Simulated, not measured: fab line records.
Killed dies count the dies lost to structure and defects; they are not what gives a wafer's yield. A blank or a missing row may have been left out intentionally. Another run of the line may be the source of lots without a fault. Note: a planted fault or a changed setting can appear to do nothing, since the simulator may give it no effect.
Which of the tools did it? || flow sky130 || 13 lots, 39 wafers sampled, at 2 steps of a route of 708

## WHAT THE GAUGES READ, wafer by wafer
SKY_VIA3_OVL_MEAS_13.
{"lot": "L369", "measured": "day 39 15:11", "on": "overlay-01", "VIA3_OVL (nm)": "-6 -6 -9"}
{"lot": "L370", "measured": "day 40 04:49", "on": "overlay-01", "VIA3_OVL (nm)": "2 2 -3"}
{"lot": "L372", "measured": "day 40 16:08", "on": "overlay-02", "VIA3_OVL (nm)": "5 6 9"}
{"lot": "L374", "measured": "day 41 12:24", "on": "overlay-02", "VIA3_OVL (nm)": "-3 -7 -6"}
{"lot": "L375", "measured": "day 41 16:24", "on": "overlay-01", "VIA3_OVL (nm)": "5 5 4"}
{"lot": "L376", "measured": "day 41 19:22", "on": "overlay-02", "VIA3_OVL (nm)": "6 9 10"}
{"lot": "L378", "measured": "day 42 13:46", "on": "overlay-02", "VIA3_OVL (nm)": "4 6 -5"}
{"lot": "L379", "measured": "day 42 16:20", "on": "overlay-01", "VIA3_OVL (nm)": "8 10 12"}
{"lot": "L380", "measured": "day 42 22:58", "on": "overlay-01", "VIA3_OVL (nm)": "4 3 4"}
{"lot": "L381", "measured": "day 43 05:04", "on": "overlay-02", "VIA3_OVL (nm)": "10 0 -2"}
{"lot": "L388", "measured": "day 45 17:52", "on": "overlay-01", "VIA3_OVL (nm)": "3 1 -3"}
{"lot": "L390", "measured": "day 45 19:10", "on": "overlay-02", "VIA3_OVL (nm)": "-6 -4 -6"}
{"lot": "L392", "measured": "day 46 16:31", "on": "overlay-01", "VIA3_OVL (nm)": "-5 4 0"}

## TOOL THAT RAN EACH LOT (tool first, then ch and the chambers of the sampled wafers, then the start)
{"lot": "L369", "SKY_FIELD_ISO_WET_ETCH_18": "wet_bench-04 ch 2, day 2 07:41"}
{"lot": "L370", "SKY_FIELD_ISO_WET_ETCH_18": "wet_bench-01 ch 3, day 2 11:35"}
{"lot": "L372", "SKY_FIELD_ISO_WET_ETCH_18": "wet_bench-01 ch 2, day 2 20:10"}
{"lot": "L374", "SKY_FIELD_ISO_WET_ETCH_18": "wet_bench-04 ch 2, day 3 09:02"}
{"lot": "L375", "SKY_FIELD_ISO_WET_ETCH_18": "wet_bench-04 ch 1, day 3 15:07"}
{"lot": "L376", "SKY_FIELD_ISO_WET_ETCH_18": "wet_bench-04 ch 0, day 3 19:40"}
{"lot": "L378", "SKY_FIELD_ISO_WET_ETCH_18": "wet_bench-04 ch 3, day 4 05:32"}
{"lot": "L379", "SKY_FIELD_ISO_WET_ETCH_18": "wet_bench-01 ch 2, day 4 08:59"}
{"lot": "L380", "SKY_FIELD_ISO_WET_ETCH_18": "wet_bench-03 ch 3, day 4 13:34"}
{"lot": "L381", "SKY_FIELD_ISO_WET_ETCH_18": "wet_bench-04 ch 0, day 4 18:20"}
{"lot": "L388", "SKY_FIELD_ISO_WET_ETCH_18": "wet_bench-01 ch 3, day 6 09:47"}
{"lot": "L390", "SKY_FIELD_ISO_WET_ETCH_18": "wet_bench-01 ch 3, day 6 17:58"}
{"lot": "L392", "SKY_FIELD_ISO_WET_ETCH_18": "wet_bench-03 ch 2, day 7 08:58"}
- SKY_FIELD_ISO_WET_ETCH_18: etches Si3N4 in H3PO4, target depth 25 nm, time 276.3 s.

## AS READ BY THE TOOLS THEMSELVES (means over the sampled wafers that have a number; for cases with no such wafer, the mark the record gives instead)
SKY_FIELD_ISO_WET_ETCH_18.
{"lot": "L369", "tool": "wet_bench-04", "bath_heat_duty_pct (%)": 26}
{"lot": "L370", "tool": "wet_bench-01", "bath_heat_duty_pct (%)": 35}
{"lot": "L372", "tool": "wet_bench-01", "bath_heat_duty_pct (%)": 30}
{"lot": "L374", "tool": "wet_bench-04", "bath_heat_duty_pct (%)": 25}
{"lot": "L375", "tool": "wet_bench-04", "bath_heat_duty_pct (%)": 26}
{"lot": "L376", "tool": "wet_bench-04", "bath_heat_duty_pct (%)": 27}
{"lot": "L378", "tool": "wet_bench-04", "bath_heat_duty_pct (%)": 24}
{"lot": "L379", "tool": "wet_bench-01", "bath_heat_duty_pct (%)": 30}
{"lot": "L380", "tool": "wet_bench-03", "bath_heat_duty_pct (%)": 25}
{"lot": "L381", "tool": "wet_bench-04", "bath_heat_duty_pct (%)": 27}
{"lot": "L388", "tool": "wet_bench-01", "bath_heat_duty_pct (%)": 35}
{"lot": "L390", "tool": "wet_bench-01", "bath_heat_duty_pct (%)": 35}
{"lot": "L392", "tool": "wet_bench-03", "bath_heat_duty_pct (%)": 29}

## THE ANSWER, worked out from the rows above alone
Rule: what is usual is taken from the lots themselves. The widest of any qualifying gaps counts: lots, ordered by their means at a reading, are off when they make up no more than a third of the lots, leave a main group of 4 or more, and stand apart from it by 3 or more times the standard deviation of that group's means. A main group is skipped when, at the precision printed for the reading in the tables above, its means are all equal. Also off: a lot with no number at a reading for which 4 or more lots have one. Any other lot the step has rows for is counted as sound. First the gauges in route order, then the tools' own readings, where a lot's mean is used as printed above. At the first step where some lot is off, the reading lying furthest off is the one used; lots without a number count as furthest.
Across all readings shown, no lot is off: no conclusion can be drawn from this.

## WHAT THE SIMULATOR HAD PUT IN
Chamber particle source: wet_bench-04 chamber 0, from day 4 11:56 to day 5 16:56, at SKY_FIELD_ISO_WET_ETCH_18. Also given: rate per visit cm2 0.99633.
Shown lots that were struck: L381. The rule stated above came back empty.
